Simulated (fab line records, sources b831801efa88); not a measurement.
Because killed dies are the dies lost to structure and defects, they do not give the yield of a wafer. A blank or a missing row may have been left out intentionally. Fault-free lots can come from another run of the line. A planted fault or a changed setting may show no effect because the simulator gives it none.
fab line records | flow sky130
[record] lots = 14 | wafers = 42 | last_day = 50
route steps=708 shown POLY_GATE@218 LDD_HVP@287 LDD_LDN@296
lots that met no fault: taken from a fault-free run of the same line
start_h: start of the lot's first displayed wafer, in hours after the record's first day | wait_h: time in hours since the lot's previous step | " unchanged from the row above | L1.1+2: one row covering several wafers at once | - no value present, or no start provided | * or withheld: withheld | < > ~ a bound
route shown NAME@n: NAME is a module with steps in the file, n the number in the route of the first one | usual: average and standard deviation across the fault-free wafers | same: alike in all rows | chamber/n: place in a boat | sites: readings site by site | _std_site: how widely they spread, as a standard deviation | _edge_site: mean of outer sites minus mean of inner sites | radius_mm: how far each site lies from the wafer's centre | mask NAME#n: copy n | behind: the last tool/chamber to shape the wafer | hold: why the lot was held/for how many hours/how that ended | device: which transistor (n, p or np) failed to switch | end of line: tests run on the same wafers once the route is complete | where a step has no rows: the recipe by itself | killed: the dies lost at the first sort to structure and to defects; this is not the yield of the wafer | map: dies across one wafer; x = killed, . = not, _ = none there
set.NAME: the setting that was run; set.NAME@STEP: the one run at that earlier step | model.NAME: the simulator's own value behind a step, which no gauge read
steps of the route over a sample of lots; a table a step, a row a wafer
services: a tool's chamber out of use, with start hour (start_h, from the record's first day; less than 0 if before it), hours out, and reason
[[steps]]
[step SKY_POLY_GATE_THK_MEAS_04]
[recipe] reads = Si3N4_of_POLY_GATE_CVD_03
[usual] POLY_GATE_CVD_03_THK = 74.7/0.76
lot.wafer | tool          | chamber | start_h | wait_h | POLY_GATE_CVD_03_THK[nm]
L578.1    | film_metro-03 | -       | 306.44  | 0.0    | 74.9
L578.4    | "             | -       | "       | "      | 75.0
L578.6    | "             | -       | "       | "      | 75.4
L580.2    | film_metro-02 | -       | 356.18  | 0.0    | 75.3
L580.3    | "             | -       | "       | "      | 74.9
L580.6    | "             | -       | "       | "      | 74.6
L582.2    | film_metro-02 | -       | 384.21  | 0.0    | 75.8
L582.3    | "             | -       | "       | "      | 75.7
L582.6    | "             | -       | "       | "      | 74.5
L585.2    | film_metro-04 | -       | 414.85  | 0.0    | 74.3
L585.5    | "             | -       | "       | "      | 74.6
L585.6    | "             | -       | "       | "      | 74.8
L588.1    | film_metro-02 | -       | 441.64  | 0.0    | 74.5
L588.3    | "             | -       | "       | "      | 74.6
L588.5    | "             | -       | "       | "      | 75.3
L589.1    | film_metro-02 | -       | 448.79  | 0.0    | 73.6
L589.4    | "             | -       | "       | "      | 73.7
L589.6    | "             | -       | "       | "      | 73.2
L590.1    | film_metro-03 | -       | 505.45  | 0.0    | 74.8
L590.3    | "             | -       | "       | "      | 74.4
L590.5    | "             | -       | "       | "      | 74.3
L593.3    | film_metro-04 | -       | 505.47  | 0.0    | 72.8
L593.4    | "             | -       | "       | "      | 74.4
L593.6    | "             | -       | "       | "      | 73.8
L592.1    | film_metro-02 | -       | 505.51  | 0.1    | 73.6
L592.3    | "             | -       | "       | "      | 74.1
L592.5    | "             | -       | "       | "      | 74.2
L595.2    | film_metro-04 | -       | 505.52  | 0.1    | 74.3
L595.3    | "             | -       | "       | "      | 73.7
L595.4    | "             | -       | "       | "      | 74.3
L596.2    | film_metro-03 | -       | 507.87  | 0.0    | 75.7
L596.3    | "             | -       | "       | "      | 75.3
L596.5    | "             | -       | "       | "      | 75.6
L598.1    | film_metro-03 | -       | 533.98  | 0.0    | 74.2
L598.4    | "             | -       | "       | "      | 74.5
L598.6    | "             | -       | "       | "      | 74.7
L600.1    | film_metro-03 | -       | 554.56  | 0.0    | 74.2
L600.5    | "             | -       | "       | "      | 74.0
L600.6    | "             | -       | "       | "      | 74.5
L599.2    | film_metro-02 | -       | 554.57  | 0.0    | 75.2
L599.3    | "             | -       | "       | "      | 75.3
L599.6    | "             | -       | "       | "      | 74.5
[step SKY_POLY_GATE_ETCH_16]
[recipe] stop_on = poly-Si | chemistry = CH3F/O2 | target = Si3N4 | source_w = 400 | bias_w = 80 | pressure_mtorr = 25 | ch3f_flow_sccm = 40 | O2_flow_sccm = 30 | time_s = 147.5 | target_depth_a = 750
[usual] drypump_motor_current_A = 5.8/0.47 | oes_product_au = 0.640/0.005 | throttle_valve_pct = 10.535/0.0088
lot.wafer | tool        | chamber | start_h | wait_h | drypump_motor_current_A | oes_product_au | rf_hours_counter_h | throttle_valve_pct
L578.1    | rie_diel-02 | 2       | 333.61  | 0.0    | 5.6                     | 0.635          | 13                 | 10.530
L578.4    | "           | 0       | "       | "      | 5.1                     | 0.644          | 97                 | 10.548
L578.6    | "           | 0       | "       | "      | 5.1                     | 0.644          | -                  | 10.528
L580.2    | rie_diel-04 | 0       | 384.66  | 0.0    | 6.0                     | 0.641          | 78                 | 10.511
L580.3    | "           | 2       | "       | "      | 5.8                     | 0.639          | 6                  | 10.538
L580.6    | "           | 0       | "       | "      | 6.0                     | 0.629          | -                  | 10.531
L582.2    | rie_diel-02 | 3       | 411.91  | 0.0    | 5.9                     | 0.641          | 1                  | 10.541
L582.3    | "           | 0       | "       | "      | 5.1                     | 0.638          | 99                 | 10.527
L582.6    | "           | 1       | "       | "      | 6.2                     | 0.631          | -                  | 10.539
L585.2    | rie_diel-04 | 3       | 446.06  | 0.0    | 6.5                     | 0.639          | 1                  | 10.516
L585.5    | "           | 0       | "       | "      | 6.1                     | 0.643          | -                  | 10.525
L585.6    | "           | 1       | "       | "      | 5.5                     | 0.637          | -                  | 10.525
L588.1    | rie_diel-04 | 2       | 473.41  | 0.0    | 5.8                     | 0.640          | 8                  | 10.528
L588.3    | "           | 0       | "       | "      | 6.0                     | 0.637          | 79                 | 10.535
L588.5    | "           | 1       | "       | "      | 5.5                     | 0.641          | -                  | 10.529
L589.1    | rie_diel-04 | 0       | 479.91  | 0.0    | 6.0                     | 0.636          | 80                 | 10.528
L589.4    | "           | 1       | "       | "      | 5.5                     | 0.632          | 3                  | 10.543
L589.6    | "           | 3       | "       | "      | 6.4                     | 0.633          | -                  | 10.532
L593.3    | rie_diel-01 | 3       | 537.24  | 0.0    | 6.4                     | 0.633          | 1                  | 10.535
L593.4    | "           | 1       | "       | "      | 4.9                     | 0.638          | -                  | 10.539
L593.6    | "           | 0       | "       | "      | 5.4                     | 0.634          | -                  | 10.537
L590.1    | rie_diel-04 | 1       | 537.29  | 0.0    | 5.5                     | 0.644          | 4                  | 10.528
L590.3    | "           | 2       | "       | "      | 5.8                     | 0.638          | 9                  | 10.550
L590.5    | "           | 0       | "       | "      | 6.0                     | 0.646          | -                  | 10.537
L592.1    | rie_diel-02 | 0       | 537.59  | 0.0    | 5.1                     | 0.632          | 1                  | 10.532
L592.3    | "           | 1       | "       | "      | 6.2                     | 0.637          | 6                  | 10.536
L592.5    | "           | 1       | "       | "      | 6.2                     | 0.646          | -                  | 10.538
L595.2    | rie_diel-01 | 1       | 537.99  | 0.0    | 4.9                     | 0.643          | 9                  | 10.531
L595.3    | "           | 3       | "       | "      | 6.4                     | 0.638          | 1                  | 10.538
L595.4    | "           | 1       | "       | "      | 4.9                     | 0.639          | -                  | 10.544
L596.2    | rie_diel-02 | 2       | 539.44  | 0.0    | 5.6                     | 0.651          | 17                 | 10.529
L596.3    | "           | 0       | "       | "      | 5.1                     | 0.636          | 2                  | 10.522
L596.5    | "           | 2       | "       | "      | 5.6                     | 0.644          | -                  | 10.544
L598.1    | rie_diel-04 | 1       | 564.91  | 0.0    | 5.5                     | 0.640          | 4                  | 10.540
L598.4    | "           | 2       | "       | "      | 5.9                     | 0.635          | -                  | 10.532
L598.6    | "           | 3       | "       | "      | 6.5                     | 0.630          | -                  | 10.528
L600.1    | rie_diel-02 | 3       | 584.69  | 0.0    | 5.9                     | 0.638          | 4                  | 10.524
L600.5    | "           | 1       | "       | "      | 6.2                     | 0.629          | -                  | 10.536
L600.6    | "           | 2       | "       | "      | 5.6                     | 0.637          | -                  | 10.530
L599.2    | rie_diel-04 | 0       | 584.79  | 0.0    | 6.1                     | 0.639          | 0                  | 10.531
L599.3    | "           | 3       | "       | "      | 6.5                     | 0.646          | 4                  | 10.538
L599.6    | "           | 1       | "       | "      | 5.5                     | 0.640          | -                  | 10.546
[step SKY_LDD_HVP_STRIP_09]
[recipe] chemistry = O2/N2 | power_w = 1400 | pressure_mtorr = 1500 | platen_temp_c = withheld | o2_flow_sccm = 3000 | n2_flow_sccm = 300 | overash_fraction = 0.5
[usual] chamber_pressure_mTorr = 1500.0/1.3 | drypump_motor_current_A = 5.6/0.43 | oes_product_au = 0.409/0.0047 | overash_fraction = 0.5/0 | strip_time_to_endpoint_s = 4.134/0.015
lot.wafer | tool            | chamber | start_h | wait_h | chamber_pressure_mTorr | drypump_motor_current_A | oes_product_au | overash_fraction | rf_hours_counter_h | strip_time_to_endpoint_s
L578.1    | plasma_asher-01 | 0       | 453.59  | 0.1    | 1501.3                 | 5.4                     | 0.404          | 0.5              | 74                 | 4.115
L578.4    | "               | 1       | "       | "      | 1500.3                 | 5.9                     | 0.415          | 0.5              | -                  | 4.143
L578.6    | "               | 1       | "       | "      | 1499.2                 | 5.8                     | 0.404          | 0.5              | -                  | 4.145
L580.2    | plasma_asher-01 | 0       | 515.86  | 0.1    | 1501.5                 | 5.4                     | 0.404          | 0.5              | 80                 | 4.129
L580.3    | "               | 1       | "       | "      | 1500.3                 | 5.9                     | 0.411          | 0.5              | -                  | 4.132
L580.6    | "               | 0       | "       | "      | 1500.2                 | 5.4                     | 0.411          | 0.5              | -                  | 4.132
L582.2    | plasma_asher-03 | 0       | 540.76  | 0.1    | 1502.0                 | 5.7                     | 0.405          | 0.5              | 38                 | 4.142
L582.3    | "               | 1       | "       | "      | 1498.0                 | 5.3                     | 0.408          | 0.5              | -                  | 4.143
L582.6    | "               | 0       | "       | "      | 1500.3                 | 5.7                     | 0.411          | 0.5              | -                  | 4.124
L585.2    | plasma_asher-01 | 1       | 573.89  | 0.1    | 1500.2                 | 5.9                     | 0.408          | 0.5              | 86                 | 4.109
L585.5    | "               | 0       | "       | "      | 1499.4                 | 5.4                     | 0.408          | 0.5              | -                  | 4.135
L585.6    | "               | 1       | "       | "      | 1500.0                 | 5.9                     | 0.410          | 0.5              | -                  | 4.167
L588.1    | plasma_asher-04 | 0       | 598.91  | 0.1    | -                      | -                       | -              | -                | -                  | -
L588.3    | "               | 0       | "       | "      | -                      | -                       | -              | -                | -                  | -
L588.5    | "               | 0       | "       | "      | -                      | -                       | -              | -                | -                  | -
L589.1    | plasma_asher-04 | 1       | 606.56  | 0.1    | -                      | -                       | -              | -                | -                  | -
L589.4    | "               | 0       | "       | "      | -                      | -                       | -              | -                | -                  | -
L589.6    | "               | 1       | "       | "      | -                      | -                       | -              | -                | -                  | -
L593.3    | plasma_asher-04 | 1       | 658.89  | 0.1    | 1500.5                 | 5.1                     | 0.405          | 0.5              | -                  | 4.128
L593.4    | "               | 0       | "       | "      | 1501.3                 | 6.3                     | 0.407          | 0.5              | -                  | 4.140
L593.6    | "               | 0       | "       | "      | 1501.0                 | 6.3                     | 0.412          | 0.5              | -                  | 4.119
L590.1    | plasma_asher-01 | 1       | 659.44  | 0.1    | 1499.4                 | 5.8                     | 0.404          | 0.5              | 95                 | 4.141
L590.3    | "               | 1       | "       | "      | 1498.6                 | 5.9                     | 0.408          | 0.5              | -                  | 4.149
L590.5    | "               | 0       | "       | "      | 1498.6                 | 5.4                     | 0.418          | 0.5              | -                  | 4.102
L592.1    | plasma_asher-03 | 1       | 661.01  | 0.1    | 1499.2                 | 5.3                     | 0.406          | 0.5              | 50                 | 4.125
L592.3    | "               | 1       | "       | "      | 1501.0                 | 5.3                     | 0.403          | 0.5              | -                  | 4.121
L592.5    | "               | 0       | "       | "      | 1500.1                 | 5.7                     | 0.415          | 0.5              | -                  | 4.120
L595.2    | plasma_asher-03 | 1       | 661.79  | 0.1    | 1498.7                 | 5.3                     | 0.403          | 0.5              | 50                 | 4.107
L595.3    | "               | 1       | "       | "      | 1499.1                 | 5.3                     | 0.407          | 0.5              | -                  | 4.122
L595.4    | "               | 0       | "       | "      | 1499.9                 | 5.8                     | 0.407          | 0.5              | -                  | 4.110
L596.2    | plasma_asher-04 | 0       | 663.31  | 0.1    | 1499.9                 | 6.3                     | 0.413          | 0.5              | 23                 | 4.134
L596.3    | "               | 1       | "       | "      | 1499.0                 | 5.1                     | 0.411          | 0.5              | -                  | 4.150
L596.5    | "               | 0       | "       | "      | 1500.2                 | 6.3                     | 0.402          | 0.5              | -                  | 4.145
L598.1    | plasma_asher-03 | 1       | 685.21  | 0.1    | 1498.5                 | 5.4                     | 0.414          | 0.5              | 52                 | 4.137
L598.4    | "               | 0       | "       | "      | 1500.1                 | 5.8                     | 0.404          | 0.5              | -                  | 4.126
L598.6    | "               | 1       | "       | "      | 1502.8                 | 5.3                     | 0.406          | 0.5              | -                  | 4.164
L599.2    | plasma_asher-04 | 1       | 704.81  | 0.1    | 1499.9                 | 5.0                     | 0.409          | 0.5              | 27                 | 4.146
L599.3    | "               | 1       | "       | "      | 1500.4                 | 5.0                     | 0.404          | 0.5              | -                  | 4.138
L599.6    | "               | 0       | "       | "      | 1500.9                 | 6.3                     | 0.405          | 0.5              | -                  | 4.133
L600.1    | plasma_asher-04 | 1       | 706.29  | 0.1    | 1497.8                 | 5.1                     | 0.414          | 0.5              | 27                 | 4.139
L600.5    | "               | 0       | "       | "      | 1499.7                 | 6.3                     | 0.407          | 0.5              | -                  | 4.130
L600.6    | "               | 1       | "       | "      | 1498.7                 | 5.1                     | 0.418          | 0.5              | -                  | 4.139
[step SKY_LDD_LDN_OVL_MEAS_07]
[usual] LDD_LDN_OVL = 0.9/1.5
lot.wafer | tool       | chamber | start_h | wait_h | LDD_LDN_OVL[nm]
L578.1    | overlay-01 | -       | 484.02  | 0.1    | -0.2
L578.4    | "          | -       | "       | "      | 0.3
L578.6    | "          | -       | "       | "      | -0.2
L580.2    | overlay-02 | -       | 546.85  | 0.2    | -1.7
L580.3    | "          | -       | "       | "      | 0.0
L580.6    | "          | -       | "       | "      | 0.4
L582.2    | overlay-02 | -       | 571.11  | 0.1    | -0.2
L582.3    | "          | -       | "       | "      | -1.0
L582.6    | "          | -       | "       | "      | 0.7
L585.2    | overlay-02 | -       | 602.98  | 0.1    | 0.4
L585.5    | "          | -       | "       | "      | -2.5
L585.6    | "          | -       | "       | "      | -1.1
L588.1    | overlay-02 | -       | 628.46  | 0.1    | 2.2
L588.3    | "          | -       | "       | "      | 2.9
L588.5    | "          | -       | "       | "      | 2.3
L589.1    | overlay-01 | -       | 635.61  | 0.1    | 1.3
L589.4    | "          | -       | "       | "      | 0.0
L589.6    | "          | -       | "       | "      | 0.1
L593.3    | overlay-01 | -       | 688.37  | 0.1    | -1.2
L593.4    | "          | -       | "       | "      | -2.6
L593.6    | "          | -       | "       | "      | -1.2
L590.1    | overlay-01 | -       | 688.95  | 0.1    | -0.3
L590.3    | "          | -       | "       | "      | 1.7
L590.5    | "          | -       | "       | "      | 0.2
L592.1    | overlay-01 | -       | 689.25  | 0.1    | -0.3
L592.3    | "          | -       | "       | "      | 0.4
L592.5    | "          | -       | "       | "      | -0.9
L595.2    | overlay-02 | -       | 689.91  | 0.1    | 2.5
L595.3    | "          | -       | "       | "      | 1.9
L595.4    | "          | -       | "       | "      | 1.2
L596.2    | overlay-02 | -       | 692.63  | 0.1    | 1.6
L596.3    | "          | -       | "       | "      | 1.7
L596.5    | "          | -       | "       | "      | 2.2
L598.1    | overlay-01 | -       | 713.32  | 0.1    | 1.0
L598.4    | "          | -       | "       | "      | 2.3
L598.6    | "          | -       | "       | "      | 2.4
L599.2    | overlay-01 | -       | 732.36  | 0.1    | -0.4
L599.3    | "          | -       | "       | "      | 0.7
L599.6    | "          | -       | "       | "      | 0.5
L600.1    | overlay-01 | -       | 734.26  | 0.1    | 1.1
L600.5    | "          | -       | "       | "      | 2.1
L600.6    | "          | -       | "       | "      | 1.2
[step SKY_LDD_LDN_STRIP_12]
[recipe] chemistry = O2/N2 | power_w = 1400 | pressure_mtorr = 1500 | platen_temp_c = withheld | o2_flow_sccm = 3000 | n2_flow_sccm = 300 | overash_fraction = 0.5
[usual] chamber_pressure_mTorr = 1500.0/1.4 | drypump_motor_current_A = 5.8/0.51 | oes_product_au = 0.716/0.0042 | strip_time_to_endpoint_s = 14.20/0.036
[same] overash_fraction = 0.5
lot.wafer | tool            | chamber | start_h | wait_h | chamber_pressure_mTorr | drypump_motor_current_A | oes_product_au | rf_hours_counter_h | strip_time_to_endpoint_s
L578.1    | plasma_asher-02 | 0       | 484.66  | 0.1    | 1499.0                 | 6.4                     | 0.721          | 67                 | 14.15
L578.4    | "               | 0       | "       | "      | 1499.4                 | 6.4                     | 0.720          | -                  | 14.14
L578.6    | "               | 1       | "       | "      | 1499.8                 | 6.3                     | 0.717          | -                  | 14.16
L580.2    | plasma_asher-03 | 1       | 547.51  | 0.1    | 1502.7                 | 5.3                     | 0.714          | 39                 | 14.21
L580.3    | "               | 1       | "       | "      | 1500.1                 | 5.3                     | 0.719          | -                  | 14.22
L580.6    | "               | 1       | "       | "      | 1499.4                 | 5.3                     | 0.714          | -                  | 14.20
L582.2    | plasma_asher-03 | 0       | 571.95  | 0.1    | 1500.1                 | 5.8                     | 0.713          | 41                 | 14.21
L582.3    | "               | 1       | "       | "      | 1496.8                 | 5.3                     | 0.713          | -                  | 14.19
L582.6    | "               | 1       | "       | "      | 1500.0                 | 5.3                     | 0.711          | -                  | 14.20
L585.2    | plasma_asher-02 | 0       | 603.61  | 0.1    | 1497.2                 | 6.4                     | 0.721          | 79                 | 14.25
L585.5    | "               | 1       | "       | "      | 1498.9                 | 6.2                     | 0.726          | -                  | 14.19
L585.6    | "               | 0       | "       | "      | 1500.8                 | 6.4                     | 0.720          | -                  | 14.19
L588.1    | plasma_asher-04 | 1       | 629.10  | 0.1    | 1500.9                 | 5.1                     | 0.711          | 20                 | 18.76
L588.3    | "               | 0       | "       | "      | 1501.4                 | 6.3                     | 0.713          | -                  | 18.74
L588.5    | "               | 0       | "       | "      | 1501.7                 | 6.3                     | 0.714          | -                  | 18.78
L589.1    | plasma_asher-02 | 1       | 636.25  | 0.1    | 1500.0                 | 6.3                     | 0.718          | 82                 | 18.83
L589.4    | "               | 1       | "       | "      | 1501.4                 | 6.3                     | 0.724          | -                  | 18.78
L589.6    | "               | 0       | "       | "      | 1501.1                 | 6.4                     | 0.711          | -                  | 18.81
L593.3    | plasma_asher-04 | 1       | 689.02  | 0.1    | 1500.5                 | 5.1                     | 0.712          | -                  | 14.17
L593.4    | "               | 0       | "       | "      | 1500.0                 | 6.3                     | 0.720          | -                  | 14.19
L593.6    | "               | 0       | "       | "      | 1497.8                 | 6.3                     | 0.714          | -                  | 14.17
L590.1    | plasma_asher-02 | 1       | 689.59  | 0.1    | 1501.7                 | 6.3                     | 0.716          | 87                 | 14.23
L590.3    | "               | 1       | "       | "      | 1499.3                 | 6.3                     | 0.716          | -                  | 14.28
L590.5    | "               | 1       | "       | "      | 1501.5                 | 6.3                     | 0.717          | -                  | 14.22
L592.1    | plasma_asher-03 | 1       | 689.89  | 0.1    | 1498.8                 | 5.3                     | 0.717          | 53                 | 14.24
L592.3    | "               | 1       | "       | "      | 1500.9                 | 5.3                     | 0.719          | -                  | 14.23
L592.5    | "               | 0       | "       | "      | 1500.0                 | 5.7                     | 0.717          | -                  | 14.24
L595.2    | plasma_asher-04 | 0       | 690.54  | 0.1    | 1497.2                 | 6.3                     | 0.719          | 26                 | 14.21
L595.3    | "               | 0       | "       | "      | 1499.4                 | 6.3                     | 0.712          | -                  | 14.29
L595.4    | "               | 1       | "       | "      | 1500.2                 | 5.1                     | 0.713          | -                  | 14.22
L596.2    | plasma_asher-02 | 0       | 693.26  | 0.1    | 1504.4                 | 6.4                     | 0.715          | 87                 | 14.27
L596.3    | "               | 1       | "       | "      | 1500.3                 | 6.3                     | 0.719          | -                  | 14.24
L596.5    | "               | 1       | "       | "      | 1498.9                 | 6.3                     | 0.722          | -                  | 14.25
L598.1    | plasma_asher-04 | 0       | 713.96  | 0.1    | 1499.9                 | 6.3                     | 0.719          | 28                 | 14.20
L598.4    | "               | 1       | "       | "      | 1498.7                 | 5.1                     | 0.719          | -                  | 14.22
L598.6    | "               | 1       | "       | "      | 1500.3                 | 5.1                     | 0.711          | -                  | 14.24
L599.2    | plasma_asher-03 | 1       | 732.99  | 0.1    | 1501.8                 | 5.3                     | 0.718          | 58                 | 14.21
L599.3    | "               | 0       | "       | "      | 1500.6                 | 5.8                     | 0.719          | -                  | 14.22
L599.6    | "               | 0       | "       | "      | 1499.9                 | 5.8                     | 0.714          | -                  | 14.21
L600.1    | plasma_asher-03 | 0       | 734.90  | 0.1    | 1498.0                 | 5.7                     | 0.714          | 58                 | 14.11
L600.5    | "               | 1       | "       | "      | 1502.9                 | 5.3                     | 0.718          | -                  | 14.15
L600.6    | "               | 0       | "       | "      | 1501.1                 | 5.7                     | 0.715          | -                  | 14.19
[step SKY_LDD_LDN_TW_MEAS_13]
[usual] LDD_LDN_TW = 1475/9.1
lot.wafer | tool          | chamber | start_h | wait_h | LDD_LDN_TW
L578.1    | film_metro-04 | -       | 484.76  | 0.1    | 1487
L578.4    | "             | -       | "       | "      | 1479
L578.6    | "             | -       | "       | "      | 1481
L580.2    | film_metro-04 | -       | 547.62  | 0.1    | 1482
L580.3    | "             | -       | "       | "      | 1485
L580.6    | "             | -       | "       | "      | 1473
L582.2    | film_metro-01 | -       | 572.06  | 0.1    | 1466
L582.3    | "             | -       | "       | "      | 1457
L582.6    | "             | -       | "       | "      | 1462
L585.2    | film_metro-04 | -       | 603.72  | 0.1    | 1491
L585.5    | "             | -       | "       | "      | 1495
L585.6    | "             | -       | "       | "      | 1482
L588.1    | film_metro-04 | -       | 629.20  | 0.1    | 30
L588.3    | "             | -       | "       | "      | 30
L588.5    | "             | -       | "       | "      | 30
L589.1    | film_metro-03 | -       | 636.35  | 0.1    | 30
L589.4    | "             | -       | "       | "      | 30
L589.6    | "             | -       | "       | "      | 30
L593.3    | film_metro-04 | -       | 689.11  | 0.1    | 1477
L593.4    | "             | -       | "       | "      | 1481
L593.6    | "             | -       | "       | "      | 1483
L590.1    | film_metro-03 | -       | 689.69  | 0.1    | 1477
L590.3    | "             | -       | "       | "      | 1477
L590.5    | "             | -       | "       | "      | 1466
L592.1    | film_metro-01 | -       | 689.99  | 0.1    | 1461
L592.3    | "             | -       | "       | "      | 1464
L592.5    | "             | -       | "       | "      | 1464
L595.2    | film_metro-04 | -       | 690.65  | 0.1    | 1482
L595.3    | "             | -       | "       | "      | 1490
L595.4    | "             | -       | "       | "      | 1483
L596.2    | film_metro-03 | -       | 693.37  | 0.1    | 1464
L596.3    | "             | -       | "       | "      | 1472
L596.5    | "             | -       | "       | "      | 1464
L598.1    | film_metro-03 | -       | 714.06  | 0.1    | 1474
L598.4    | "             | -       | "       | "      | 1479
L598.6    | "             | -       | "       | "      | 1478
L599.2    | film_metro-03 | -       | 733.10  | 0.1    | 1481
L599.3    | "             | -       | "       | "      | 1477
L599.6    | "             | -       | "       | "      | 1476
L600.1    | film_metro-04 | -       | 735.00  | 0.1    | 1479
L600.5    | "             | -       | "       | "      | 1490
L600.6    | "             | -       | "       | "      | 1485
[[services]]
tool            | chamber | start_h | hours | kind
plasma_asher-03 | -       | 340.07  | 28.1  | pm
plasma_asher-02 | -       | 351.22  | 9.2   | repair
plasma_asher-03 | -       | 403.30  | 1.7   | repair
rie_diel-04     | 1       | 417.96  | 4.5   | repair
rie_diel-04     | 0       | 419.42  | 3.5   | repair
plasma_asher-04 | -       | 421.25  | 9.0   | pm
plasma_asher-02 | -       | 442.98  | 0.7   | repair
plasma_asher-03 | -       | 453.29  | 5.7   | repair
plasma_asher-04 | -       | 473.47  | 1.1   | repair
rie_diel-04     | 0       | 481.27  | 7.2   | repair
plasma_asher-02 | -       | 504.87  | 1.4   | repair
plasma_asher-03 | -       | 508.74  | 1.7   | repair
rie_diel-02     | 3       | 537.09  | 18.5  | repair
plasma_asher-02 | -       | 554.88  | 2.8   | pm
plasma_asher-03 | -       | 593.80  | 0.9   | repair
rie_diel-02     | 1       | 610.05  | 6.8   | repair
plasma_asher-02 | -       | 619.53  | 0.8   | repair
plasma_asher-04 | -       | 630.83  | 3.0   | repair
plasma_asher-04 | -       | 634.47  | 2.8   | pm
rie_diel-02     | 3       | 642.74  | 16.6  | repair
rie_diel-04     | 2       | 677.26  | 29.6  | repair
rie_diel-02     | -       | 692.77  | 28.1  | pm
rie_diel-04     | 1       | 703.10  | 1.3   | repair
rie_diel-04     | -       | 718.12  | 1.0   | repair
[[key]]
[first_sign] step = SKY_LDD_HVP_STRIP_09 | reading = tool_record | direction = missing
[effect] step = SKY_LDD_LDN_STRIP_12 | reading = strip_time_to_endpoint_s | direction = up | sigmas = 99+ | usual = * | struck = *
[effect] step = SKY_LDD_LDN_TW_MEAS_13 | reading = LDD_LDN_TW | direction = down | sigmas = 99+ | usual = 1475 | struck = 30
met_at SKY_LDD_HVP_STRIP_09
struck_lots L588,L589
sort_left_out L588.1,L588.3,L588.5,L589.1,L589.4,L589.6
tester_left_out L588,L589
not_acting_at SKY_POLY_GATE_THK_MEAS_04,SKY_POLY_GATE_ETCH_16,SKY_LDD_LDN_OVL_MEAS_07
[fault] kind = skipped_step_whole | tool = plasma_asher-04 | chamber = - | onset_h = 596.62 | steps = SKY_LDD_HVP_STRIP_09 | scope = struck_lots_only
// tester_left_out: of these lots the tester's yield and bins aren't shown, on N5 and GAA mostly nor the transistor test; their killed dies are dies lost to structure and defects alone, not to doping, threshold or leakage, so they don't give the yield
// sort_left_out: the simulated sort isn't trusted on such a fault, so these wafers' sort isn't shown, and their yield isn't known
